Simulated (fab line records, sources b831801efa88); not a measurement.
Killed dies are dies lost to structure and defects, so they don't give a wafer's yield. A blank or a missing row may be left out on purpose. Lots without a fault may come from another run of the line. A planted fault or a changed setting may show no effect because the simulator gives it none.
Which tool did it? | flow sky130 | 13 lots, 39 wafers sampled, at 5 steps of a route of 708

WHAT THE GAUGES READ, wafer by wafer
SKY_FIELD_ISO_THK_MEAS_25. Usual: FIELD_ISO_CVD_24_THK 596 nm, standard deviation 7.2.
lot  | measured    | on            | FIELD_ISO_CVD_24_THK (nm) | flag
L213 | day 2 19:01 | film_metro-01 | 593 586 587               |
L214 | day 2 23:00 | film_metro-04 | 584 594 583               |
L215 | day 3 02:30 | film_metro-02 | 595 587 596               |
L216 | day 3 10:32 | film_metro-02 | 585 592 591               |
L218 | day 3 20:35 | film_metro-04 | 599 598 593               |
L219 | day 4 00:25 | film_metro-01 | 599 600 609               |
L220 | day 4 06:37 | film_metro-02 | 599 589 599               |
L222 | day 4 16:23 | film_metro-02 | 587 603 595               |
L223 | day 4 22:22 | film_metro-02 | 603 598 597               |
L229 | day 6 05:34 | film_metro-04 | 606 593 603               |
L231 | day 6 15:19 | film_metro-04 | 590 585 587               |
L232 | day 6 22:16 | film_metro-01 | 581 591 586               |
L234 | day 7 12:11 | film_metro-02 | 604 584 610               |

SKY_SONOS_ONO_THK_MEAS_05. Usual: SONOS_ONO_CVD_04_THK 5.70 nm, standard deviation 0.11.
lot  | measured     | on            | SONOS_ONO_CVD_04_THK (nm) | flag
L213 | day 12 13:24 | film_metro-01 | 5.70 5.65 5.69            |
L214 | day 12 18:01 | film_metro-04 | 5.62 5.63 5.62            |
L215 | day 12 21:37 | film_metro-04 | 5.89 5.74 5.86            |
L216 | day 13 08:29 | film_metro-04 | 5.80 5.76 5.78            |
L218 | day 14 07:29 | film_metro-04 | 5.65 5.75 5.75            |
L219 | day 14 12:55 | film_metro-04 | 5.97 6.03 6.04            |
L220 | day 14 18:52 | film_metro-02 | 5.65 5.64 5.65            |
L222 | day 15 07:30 | film_metro-04 | 5.77 5.54 5.65            |
L223 | day 15 14:51 | film_metro-02 | 5.65 5.56 5.61            |
L229 | day 17 14:47 | film_metro-01 | 5.88 5.73 5.68            |
L231 | day 18 07:58 | film_metro-02 | 5.82 5.80 5.86            |
L232 | day 19 00:16 | film_metro-04 | 5.66 5.63 5.59            |
L234 | day 20 00:44 | film_metro-02 | 5.58 5.53 5.70            |

SKY_SONOS_ONO_OVL_MEAS_14. Usual: SONOS_ONO_OVL 0.4 nm, standard deviation 1.4.
lot  | measured     | on         | SONOS_ONO_OVL (nm) | flag
L213 | day 13 14:51 | overlay-02 | 1.2 0.4 1.9        |
L214 | day 13 19:07 | overlay-01 | 1.7 3.0 0.3        |
L215 | day 13 22:58 | overlay-02 | 0.0 -1.1 1.7       |
L216 | day 14 09:19 | overlay-02 | -1.3 -0.2 0.0      |
L218 | day 15 10:12 | overlay-01 | 0.1 -0.3 1.4       |
L219 | day 15 15:53 | overlay-02 | 0.8 1.1 -0.3       |
L220 | day 15 22:46 | overlay-01 | 0.5 -0.8 1.3       |
L222 | day 16 11:25 | overlay-01 | 0.3 1.3 0.0        |
L223 | day 16 18:56 | overlay-02 | -1.3 -0.3 -2.6     |
L229 | day 18 20:16 | overlay-02 | -0.5 -0.4 -2.0     |
L231 | day 19 14:34 | overlay-01 | 1.5 2.4 2.4        |
L232 | day 20 07:09 | overlay-01 | 0.4 1.9 -0.1       |
L234 | day 21 07:34 | overlay-02 | -1.1 -1.0 -1.8     |

WHICH TOOL RAN EACH LOT (tool, then ch and the chambers of the sampled wafers, then the start)
lot  | SKY_DNWELL_COAT_02               | SKY_DNWELL_STRIP_08
L213 | litho_track-04 ch 0, day 3 09:14 | plasma_asher-02 ch 0,1, day 3 17:59
L214 | litho_track-02 ch 0, day 3 10:52 | plasma_asher-03 ch 0,1, day 3 20:08
L215 | litho_track-02 ch 0, day 3 15:20 | plasma_asher-02 ch 0,1, day 4 00:18
L216 | litho_track-02 ch 0, day 4 00:47 | plasma_asher-02 ch 0,1, day 4 09:26
L218 | litho_track-02 ch 0, day 4 09:35 | plasma_asher-04 ch 0, day 4 18:51
L219 | litho_track-02 ch 0, day 4 14:49 | plasma_asher-02 ch 0,1, day 4 23:52
L220 | litho_track-02 ch 0, day 4 19:58 | plasma_asher-03 ch 0,1, day 5 05:20
L222 | litho_track-02 ch 0, day 5 05:17 | plasma_asher-02 ch 1, day 5 15:26
L223 | litho_track-02 ch 0, day 5 12:31 | plasma_asher-03 ch 1, day 5 22:02
L229 | litho_track-04 ch 0, day 6 19:32 | plasma_asher-03 ch 0,1, day 7 05:23
L231 | litho_track-04 ch 0, day 7 06:53 | plasma_asher-04 ch 0,1, day 7 16:41
L232 | litho_track-02 ch 0, day 7 17:47 | plasma_asher-02 ch 0,1, day 8 04:12
L234 | litho_track-04 ch 0, day 8 08:32 | plasma_asher-02 ch 0,1, day 8 19:29
- SKY_DNWELL_COAT_02: resist thk 3000 nm.
- SKY_DNWELL_STRIP_08: strips in O2/N2.

WHAT THE TOOLS THEMSELVES READ (means of the sampled wafers that have a number; where no wafer has one, the mark that the record gives instead)
SKY_DNWELL_COAT_02. Usual: chill_plate_temp_C 23.01 C, standard deviation 0.11; spin_speed_rpm 2000.0 rpm, standard deviation 1.5.
lot  | tool           | chill_plate_temp_C (C) | spin_speed_rpm (rpm) | flag
L213 | litho_track-04 | 22.88                  | 2000.9               |
L214 | litho_track-02 | 23.09                  | 2000.5               |
L215 | litho_track-02 | 23.08                  | 2000.4               |
L216 | litho_track-02 | 23.02                  | 2000.6               |
L218 | litho_track-02 | 23.04                  | 2000.3               |
L219 | litho_track-02 | 23.04                  | 1998.1               |
L220 | litho_track-02 | 23.06                  | 2138.0               | OFF
L222 | litho_track-02 | 23.02                  | 2139.1               | OFF
L223 | litho_track-02 | 23.08                  | 2138.1               | OFF
L229 | litho_track-04 | 22.96                  | 1999.7               |
L231 | litho_track-04 | 22.92                  | 2001.3               |
L232 | litho_track-02 | 23.04                  | 2000.2               |
L234 | litho_track-04 | 23.08                  | 1999.1               |

SKY_DNWELL_STRIP_08. Usual: drypump_motor_current_A 6.14 A, standard deviation 0.17; oes_product_au 0.723 a.u., standard deviation 0.0044; strip_time_to_endpoint_s 36.90 s, standard deviation 0.096.
lot  | tool            | drypump_motor_current_A (A) | oes_product_au (a.u.) | strip_time_to_endpoint_s (s) | flag
L213 | plasma_asher-02 | 6.13                        | 0.727                 | 36.70                        |
L214 | plasma_asher-03 | 6.03                        | 0.719                 | 36.86                        |
L215 | plasma_asher-02 | 6.13                        | 0.721                 | 36.94                        |
L216 | plasma_asher-02 | 6.23                        | 0.724                 | 36.83                        |
L218 | plasma_asher-04 | 6.24                        | 0.719                 | 36.96                        |
L219 | plasma_asher-02 | 6.23                        | 0.722                 | 36.85                        |
L220 | plasma_asher-03 | 5.86                        | 0.721                 | 35.75                        | OFF
L222 | plasma_asher-02 | 6.33                        | 0.723                 | 35.71                        | OFF
L223 | plasma_asher-03 | 6.18                        | 0.723                 | 35.81                        | OFF
L229 | plasma_asher-03 | 6.02                        | 0.723                 | 36.84                        |
L231 | plasma_asher-04 | 6.20                        | 0.720                 | 36.82                        |
L232 | plasma_asher-02 | 6.15                        | 0.723                 | 37.00                        |
L234 | plasma_asher-02 | 6.24                        | 0.725                 | 36.94                        |

THE ANSWER, worked out from the rows above alone
Rule: a lot is off if the mean of its wafers that have a number lies more than 3 standard deviations from the usual mean. A lot without any number at a reading at which 4 lots or more have one is off too. The other lots that the step has rows for count as sound. The gauges are gone through in route order, then the tools' own readings, and for those a lot's mean is taken as printed above. The first step at which some lot is off is used, and at that step the reading that is off furthest; a lot without a number counts as furthest.
Off: L220, L222, L223, at SKY_DNWELL_COAT_02 (spin_speed_rpm).
A tool fits if, at that step or a process step before it, it ran every lot that is off, and no sound lot after the first of them. None of those tried fits.

WHAT THE SIMULATOR HAD PUT IN
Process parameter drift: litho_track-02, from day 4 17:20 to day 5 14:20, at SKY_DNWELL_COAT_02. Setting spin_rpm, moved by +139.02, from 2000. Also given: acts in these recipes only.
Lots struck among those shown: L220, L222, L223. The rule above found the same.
